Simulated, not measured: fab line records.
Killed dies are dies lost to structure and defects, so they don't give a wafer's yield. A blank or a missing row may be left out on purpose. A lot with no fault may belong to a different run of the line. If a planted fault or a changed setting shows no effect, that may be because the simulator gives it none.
fab line records -- flow sky130
[record] lots = 6, wafers = 18, lastDay = 50
route steps=708 shown VIA2@515 PAD_OPEN@708
lots that met no fault: taken from a fault-free run of the same line
startH: hours from the record's opening day to when the first of the lot's shown wafers began -- waitH: time in hours since the lot's previous step -- " identical to the entry in the row above -- L1.1+2: several wafers, shown together as one row -- - no value, or no start given -- * or withheld: withheld -- < > ~ a bound
route shown NAME@n: a module of which the file shows steps, and the number in the route of the first -- usual: mean/standard deviation taken from wafers without a fault -- same: alike in all rows -- chamber/n: place in a boat -- sites: each site's reading -- _std_site: the standard deviation of these -- _edge_site: the outer-site mean with the inner-site mean subtracted -- radiusMm: for every site, how far away it sits from the centre of the wafer -- mask NAME#n: copy n -- behind: the most recent tool/chamber to have shaped the wafer -- hold: the reason the lot was held/the length of the hold in hours/how it ended -- device: which transistor (n, p or np) failed to switch -- end of line: the route-end tests of the same wafers -- for a step that has no rows: nothing shown but its recipe -- killed: not the wafer's yield, but the dies lost to structure and defects at the first sort -- map: a wafer's dies, x killed, . not, _ none there
set.NAME: the setting the step ran with; set.NAME@STEP: the setting that earlier step ran with -- model.NAME: the simulator's own value behind a step, which no gauge read
certain route steps with their lots: each step a table, each wafer a row
services: the hour from which a tool's chamber was out of use, counted from the record's first day as startH (under 0 if before that day), plus the number of hours and why
[[steps]]
[step SKY_VIA2_SOFTBAKE_08]
[recipe] tempC = 100, timeS = 90, resist = KrF-thick
[step SKY_VIA2_EXPOSE_09]
[recipe] maskId = VIM2, na = 0.8, sourceShape = annular, sigmaInner = 0.55, sigmaOuter = 0.85, targetCdNm = 200, doseMj = 38
[step SKY_VIA2_PEB_10]
[recipe] pebTempC = withheld, pebTimeS = withheld, resist = KrF-thick
[step SKY_VIA2_DEVELOP_11]
[recipe] developTimeS = 60, resist = KrF-thick, devTempC = 21.94
[step SKY_VIA2_CD_MEAS_12]
[recipe] targetCdNm = 200
[usual] cdNm = 199.7/1.5
lot.wafer,tool,chamber,startH,waitH,cdNm
L990.1,cdSem-02,-,912.78,-,199.7
L990.4,cdSem-02,-,912.78,-,198.8
L990.5,cdSem-02,-,912.78,-,198.6
L992.2,cdSem-02,-,915.43,-,198.9
L992.4,cdSem-02,-,915.43,-,198.6
L992.5,cdSem-02,-,915.43,-,199.8
L994.3,cdSem-01,-,935.37,-,199.8
L994.4,cdSem-01,-,935.37,-,199.3
L994.6,cdSem-01,-,935.37,-,198.9
L997.3,cdSem-02,-,947.40,-,199.5
L997.5,cdSem-02,-,947.40,-,199.5
L997.6,cdSem-02,-,947.40,-,200.0
L107.1,cdSem-02,-,1010.35,-,197.6
L107.3,cdSem-02,-,1010.35,-,197.2
L107.4,cdSem-02,-,1010.35,-,196.7
L106.1,cdSem-02,-,1014.67,-,200.3
L106.3,cdSem-02,-,1014.67,-,201.7
L106.5,cdSem-02,-,1014.67,-,199.0
[step SKY_VIA2_OVL_MEAS_13]
[usual] VIA2_OVL = 0/5.6
lot.wafer,tool,chamber,startH,waitH,VIA2_OVL[nm]
L990.1,overlay-01,-,912.90,0.1,4
L990.4,overlay-01,-,912.90,0.1,-6
L990.5,overlay-01,-,912.90,0.1,-1
L992.2,overlay-01,-,915.54,0.1,0
L992.4,overlay-01,-,915.54,0.1,-3
L992.5,overlay-01,-,915.54,0.1,-5
L994.3,overlay-01,-,935.47,0.1,-3
L994.4,overlay-01,-,935.47,0.1,-7
L994.6,overlay-01,-,935.47,0.1,-5
L997.3,overlay-02,-,947.50,0.1,9
L997.5,overlay-02,-,947.50,0.1,4
L997.6,overlay-02,-,947.50,0.1,8
L107.1,overlay-01,-,1010.47,0.1,7
L107.3,overlay-01,-,1010.47,0.1,6
L107.4,overlay-01,-,1010.47,0.1,5
L106.1,overlay-02,-,1014.79,0.1,-6
L106.3,overlay-02,-,1014.79,0.1,3
L106.5,overlay-02,-,1014.79,0.1,-2
[step SKY_VIA2_ETCH_14]
[recipe] chemistry = N2/H2, target = BARC, ionEnergyEv = 200, sourceW = 500, biasW = 100, pressureMtorr = 30, n2FlowSccm = 100, h2FlowSccm = 200, stopOn = SiO2, timeS = 45.9, targetDepthA = 600
[usual] chamberPressureMTorr = 29.998/0.028, drypumpMotorCurrentA = 6.0/0.42, oesProductAu = 0.856/0.0053, rfFwdPowerW = 495.2/1.9, throttleValvePct = 13.225/0.0091
lot.wafer,tool,chamber,startH,waitH,chamberPressureMTorr,drypumpMotorCurrentA,oesProductAu,rfFwdPowerW,rfHoursCounterH,throttleValvePct
L990.1,rieDiel-03,1,912.94,0.0,29.960,6.3,0.856,493.2,20,13.216
L990.4,rieDiel-03,3,912.94,0.0,30.019,6.1,0.859,493.9,9,13.225
L990.5,rieDiel-03,0,912.94,0.0,29.965,6.5,0.860,493.1,-,13.217
L992.2,rieDiel-03,3,915.57,0.0,30.055,6.2,0.855,494.6,10,13.240
L992.4,rieDiel-03,2,915.57,0.0,29.988,5.5,0.857,495.3,12,13.220
L992.5,rieDiel-03,0,915.57,0.0,30.040,6.5,0.850,498.8,-,13.243
L994.3,rieDiel-01,2,935.49,0.0,30.017,6.5,0.850,495.8,17,13.225
L994.4,rieDiel-01,1,935.49,0.0,30.025,5.6,0.856,496.9,19,13.220
L994.6,rieDiel-01,3,935.49,0.0,29.998,6.1,0.854,498.6,-,13.223
L997.3,rieDiel-03,0,947.52,0.0,30.051,6.5,0.851,495.5,26,13.220
L997.5,rieDiel-03,3,947.52,0.0,30.009,6.1,0.862,494.5,-,13.231
L997.6,rieDiel-03,0,947.52,0.0,29.997,6.5,0.848,497.1,-,13.226
L107.1,rieDiel-01,1,1010.51,0.0,29.963,5.6,0.852,495.2,22,13.225
L107.3,rieDiel-01,2,1010.51,0.0,29.996,6.5,0.859,494.9,20,13.230
L107.4,rieDiel-01,0,1010.51,0.0,30.006,6.2,0.856,494.5,25,13.237
L106.1,rieDiel-02,1,1014.82,0.0,30.030,6.2,0.842,495.4,9,13.209
L106.3,rieDiel-02,0,1014.82,0.0,29.978,5.2,0.855,495.2,14,13.229
L106.5,rieDiel-02,1,1014.82,0.0,30.019,6.2,0.857,495.6,-,13.223
[step SKY_VIA2_ETCH_15]
[recipe] target = SiO2, chemistry = C4F8/O2/Ar, targetDepthNm = 546, stopOn = TiN, maskMaterial = KrF-thick, sourceW = 1500, biasW = 1200, pressureMtorr = 40, c4f8FlowSccm = withheld, O2_flow_sccm = 6, Ar_flow_sccm = 300, timeS = 84
[usual] chamberPressureMTorr = 39.99/0.038, oesProductAu = 0.940/0.0048, rfFwdPowerW = 1489/5
lot.wafer,tool,chamber,startH,waitH,chamberPressureMTorr,oesProductAu,rfFwdPowerW,rfHoursCounterH
L990.1,rieDiel-03,1,912.98,0.0,39.97,0.945,1487,20
L990.4,rieDiel-03,3,912.98,0.0,39.93,0.943,1488,9
L990.5,rieDiel-03,0,912.98,0.0,39.96,0.935,1489,-
L992.2,rieDiel-03,3,915.61,0.0,39.97,0.936,1484,10
L992.4,rieDiel-03,2,915.61,0.0,40.02,0.935,1495,12
L992.5,rieDiel-03,0,915.61,0.0,39.99,0.942,1496,-
L994.3,rieDiel-01,2,935.53,0.0,40.03,0.940,1494,17
L994.4,rieDiel-01,1,935.53,0.0,40.00,0.941,1494,19
L994.6,rieDiel-01,3,935.53,0.0,39.94,0.926,1496,-
L997.3,rieDiel-03,0,947.56,0.0,40.01,0.941,1489,26
L997.5,rieDiel-03,3,947.56,0.0,40.01,0.934,1485,-
L997.6,rieDiel-03,0,947.56,0.0,40.00,0.943,1487,-
L107.1,rieDiel-01,1,1010.55,0.0,40.04,0.940,1494,22
L107.3,rieDiel-01,2,1010.55,0.0,39.93,0.947,1492,20
L107.4,rieDiel-01,0,1010.55,0.0,39.93,0.937,1495,25
L106.1,rieDiel-02,1,1014.86,0.0,39.90,0.946,1490,9
L106.3,rieDiel-02,0,1014.86,0.0,39.97,0.941,1495,14
L106.5,rieDiel-02,1,1014.86,0.0,39.98,0.936,1489,-
[step SKY_VIA2_STRIP_16]
[recipe] chemistry = O2/N2, powerW = 1400, pressureMtorr = 1500, platenTempC = withheld, o2FlowSccm = 3000, n2FlowSccm = 300, overashFraction = 0.5
[usual] chamberPressureMTorr = 1499.9/1.4, drypumpMotorCurrentA = 5.7/0.37, oesProductAu = 0.399/0.005, stripTimeToEndpointS = 4.054/0.022
[same] overashFraction = 0.5
lot.wafer,tool,chamber,startH,waitH,chamberPressureMTorr,drypumpMotorCurrentA,oesProductAu,rfHoursCounterH,stripTimeToEndpointS
L990.1,plasmaAsher-02,1,913.05,0.0,1498.3,5.1,0.401,103,4.054
L990.4,plasmaAsher-02,0,913.05,0.0,1500.6,5.7,0.399,-,4.102
L990.5,plasmaAsher-02,1,913.05,0.0,1501.2,5.1,0.394,-,4.075
L992.2,plasmaAsher-03,1,915.68,0.0,1499.0,5.7,0.401,48,4.068
L992.4,plasmaAsher-03,0,915.68,0.0,1500.4,5.6,0.398,-,4.078
L992.5,plasmaAsher-03,0,915.68,0.0,1500.0,5.6,0.395,-,4.057
L994.3,plasmaAsher-04,1,935.69,0.1,1501.0,6.4,0.396,-,4.027
L994.4,plasmaAsher-04,0,935.69,0.1,1499.3,5.9,0.403,-,4.051
L994.6,plasmaAsher-04,1,935.69,0.1,1501.0,6.4,0.389,-,4.012
L997.3,plasmaAsher-03,1,947.66,0.1,1501.4,5.7,0.405,-,4.077
L997.5,plasmaAsher-03,0,947.66,0.1,1499.4,5.6,0.398,-,4.064
L997.6,plasmaAsher-03,1,947.66,0.1,1499.9,5.7,0.395,-,4.067
L107.1,plasmaAsher-02,1,1010.61,0.0,1499.4,5.1,0.397,110,4.086
L107.3,plasmaAsher-02,1,1010.61,0.0,1498.4,5.1,0.400,-,4.092
L107.4,plasmaAsher-02,0,1010.61,0.0,1500.8,5.6,0.403,-,4.079
L106.1,plasmaAsher-02,1,1014.93,0.0,1499.5,5.1,0.390,111,4.034
L106.3,plasmaAsher-02,0,1014.93,0.0,1499.8,5.7,0.405,-,4.048
L106.5,plasmaAsher-02,0,1014.93,0.0,1500.7,5.7,0.391,-,4.028
[step SKY_VIA2_STRIP_17]
[recipe] chemistry = postEtchResidueRemover, timeS = 1200, tempC = 72.5
[step SKY_VIA2_CLEAN_18]
[recipe] chemistry = IPA, timeS = 180, tempC = 25
[step SKY_VIA2_CLEAN_19]
[recipe] chemistry = O3/DIW, dry = n2Spin
[step SKY_VIA2_SPUTTER_20]
[recipe] material = TiN, targetThkNm = 20, chamberPressurePa = 5, powerW = 4000, timeS = 80
[usual] cathodeDcPowerW = 4000.1/0.81, throttleValvePct = 30.5/1
lot.wafer,tool,chamber,startH,waitH,cathodeDcPowerW,throttleValvePct,model.TiN_of_VIA2_SPUTTER_20.thkNm
L990.1,pvdSputter-04,-,913.65,0.0,4000.4,30.4,20.21
L990.4,pvdSputter-04,-,913.65,0.0,4000.5,29.2,20.09
L990.5,pvdSputter-04,-,913.65,0.0,3999.9,29.7,20.11
L992.2,pvdSputter-03,-,916.31,0.0,3999.2,32.4,20.01
L992.4,pvdSputter-03,-,916.31,0.0,3999.7,29.9,19.87
L992.5,pvdSputter-03,-,916.31,0.0,3999.1,29.7,19.78
L994.3,pvdSputter-03,-,936.41,0.0,4216.7,29.8,21.22
L994.4,pvdSputter-03,-,936.41,0.0,3998.3,30.2,19.97
L994.6,pvdSputter-03,-,936.41,0.0,3999.3,30.7,19.99
L997.3,pvdSputter-03,-,948.22,0.0,4216.2,30.1,21.11
L997.5,pvdSputter-03,-,948.22,0.0,3999.9,32.1,19.85
L997.6,pvdSputter-03,-,948.22,0.0,4000.9,29.8,19.95
L107.1,pvdSputter-02,-,1011.20,0.0,4000.4,31.7,20.58
L107.3,pvdSputter-02,-,1011.20,0.0,3999.4,29.8,20.35
L107.4,pvdSputter-02,-,1011.20,0.0,3998.8,31.8,20.52
L106.1,pvdSputter-02,-,1015.53,0.0,3999.5,29.9,20.27
L106.3,pvdSputter-02,-,1015.53,0.0,4000.2,28.8,20.38
L106.5,pvdSputter-02,-,1015.53,0.0,4001.1,31.6,20.47
[step SKY_VIA2_CVD_21]
[recipe] material = W, targetThkNm = 420, timeS = 126.4, tempC = 400, pressureTorr = 40
[usual] heaterPowerW = 822/40
lot.wafer,tool,chamber,startH,waitH,heaterPowerW
L990.1,cvdW-01,1,913.71,0.0,788
L990.4,cvdW-01,1,913.71,0.0,791
L990.5,cvdW-01,0,913.71,0.0,892
L992.2,cvdW-01,1,916.37,0.0,803
L992.4,cvdW-01,0,916.37,0.0,906
L992.5,cvdW-01,1,916.37,0.0,787
L994.3,cvdW-01,0,936.51,0.1,871
L994.4,cvdW-01,1,936.51,0.1,786
L994.6,cvdW-01,0,936.51,0.1,899
L997.3,cvdW-02,1,948.37,0.1,798
L997.5,cvdW-02,1,948.37,0.1,805
L997.6,cvdW-02,1,948.37,0.1,803
L107.1,cvdW-02,1,1011.27,0.0,791
L107.3,cvdW-02,0,1011.27,0.0,827
L107.4,cvdW-02,1,1011.27,0.0,798
L106.1,cvdW-02,1,1015.59,0.0,803
L106.3,cvdW-02,0,1015.59,0.0,836
L106.5,cvdW-02,1,1015.59,0.0,797
[step SKY_PAD_OPEN_PROBE_99]
[usual] defectLimitedYield = 82.1/1.9, killed_at_M0_to_M3 = 44/6.6, killed_at_M4_up = 3.0/1.9, killedAtContacts = 24/5.1, killedAtFrontEnd = 16/4.6, killedAtOther = 0.3/0.59, killedDies = 88/9.5, killedOpen = 48/6.7, killedShort = 40/6.1, sort_bin_3_pad_short = 0.9/0.43, sort_bin_5_function = 10.7/1.6, sort_bin_6_memory = 6.3/1.1, sortNPass = 404/9.5, sortYieldPct = 82.1/1.9
[same] grossDies = 492, killedAtBackSide = 0, sort_bin_4_leakage[%] = 0, sort_bin_8_speed[%] = 0
lot.wafer,tool,chamber,startH,waitH,defectLimitedYield[%],killed_at_M0_to_M3,killed_at_M4_up,killedAtContacts,killedAtFrontEnd,killedAtOther,killedDies,killedOpen,killedShort,sort_bin_3_pad_short[%],sort_bin_5_function[%],sort_bin_6_memory[%],sortNPass,sortYieldPct[%]
L990.1,prober-01,-,1132.18,0.1,83.5,46,3,18,12,2,81,51,30,0.4,10.4,5.7,411,83.5
L990.4,prober-01,-,1132.33,0.2,82.1,47,3,21,16,1,88,44,44,0.8,11.6,5.5,404,82.1
L990.5,prober-01,-,1132.38,0.2,80.9,52,1,26,15,0,94,60,34,0.8,10.8,7.5,398,80.9
// killed by level:class
L990.1 VIA1:geometricParticle:open=13 VIA3:geometricParticle:open=10 CONTACT:geometricParticle:open=7 LI_CONTACT:geometricParticle:open=7 VIA2:geometricParticle:open=5 METAL3:geometricParticle:short=5 FIELD_ISO:geometricParticle:short=4 VIA1:geometricParticle:short=4
L990.4 VIA1:geometricParticle:open=12 LI_CONTACT:geometricParticle:open=7 VIA1:geometricParticle:short=7 POLY_GATE:geometricParticle:open=5 LOCAL_INTERCONNECT:geometricParticle:short=5 CONTACT:geometricParticle:open=5 METAL1:geometricParticle:short=5 VIA2:geometricParticle:open=5
L990.5 VIA1:geometricParticle:open=13 VIA3:geometricParticle:open=11 LI_CONTACT:geometricParticle:open=10 VIA2:geometricParticle:open=9 CONTACT:geometricParticle:open=8 METAL2:geometricParticle:short=8 FIELD_ISO:geometricParticle:open=6 FIELD_ISO:geometricParticle:short=6
[[services]]
tool,chamber,startH,hours,kind
pvdSputter-02,-,890.29,4.2,repair
rieDiel-02,-,901.98,0.7,repair
cvdW-01,0,902.74,6.5,repair
cvdW-02,-,904.00,14.0,pm
cvdW-02,0,904.00,14.0,ventCycle
cvdW-02,1,904.00,14.0,ventCycle
rieDiel-03,0,926.82,2.1,repair
plasmaAsher-03,-,932.40,6.3,repair
plasmaAsher-02,-,933.20,15.6,pm
cvdW-02,0,947.39,2.8,repair
rieDiel-02,1,951.30,4.8,repair
rieDiel-02,2,955.61,1.7,repair
rieDiel-02,3,955.70,7.2,repair
pvdSputter-04,-,956.47,14.5,repair
pvdSputter-03,-,958.29,1.7,repair
plasmaAsher-04,-,958.88,4.0,repair
plasmaAsher-02,-,968.65,14.6,pm
rieDiel-01,1,971.64,3.6,repair
plasmaAsher-03,-,972.89,1.6,repair
rieDiel-02,2,983.58,13.8,repair
pvdSputter-04,-,998.50,20.5,repair
pvdSputter-02,-,1006.70,2.7,repair
plasmaAsher-03,-,1007.40,7.1,repair
rieDiel-01,-,1011.53,14.6,pm
[[key]]
[firstSign] step = SKY_VIA2_SPUTTER_20, reading = cathodeDcPowerW, direction = up, sigmas = 99+, usual = 4000.1, struck = 4216.5
effect none on later readings
[modelEffect] step = SKY_VIA2_SPUTTER_20, value = TiN_of_VIA2_SPUTTER_20.thkNm, without = 20.08, struck = 21.17
metAt SKY_VIA2_SPUTTER_20
struckWafers L994.3,L997.3
[fault] kind = processParameterDrift, tool = pvdSputter-03, chamber = -, onsetH = 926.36, steps = SKY_VIA2_SPUTTER_20, channel = powerW, offset = *, shape = step, endH = 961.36, actsIn = *, stated = *, scope = struckWafersOnly
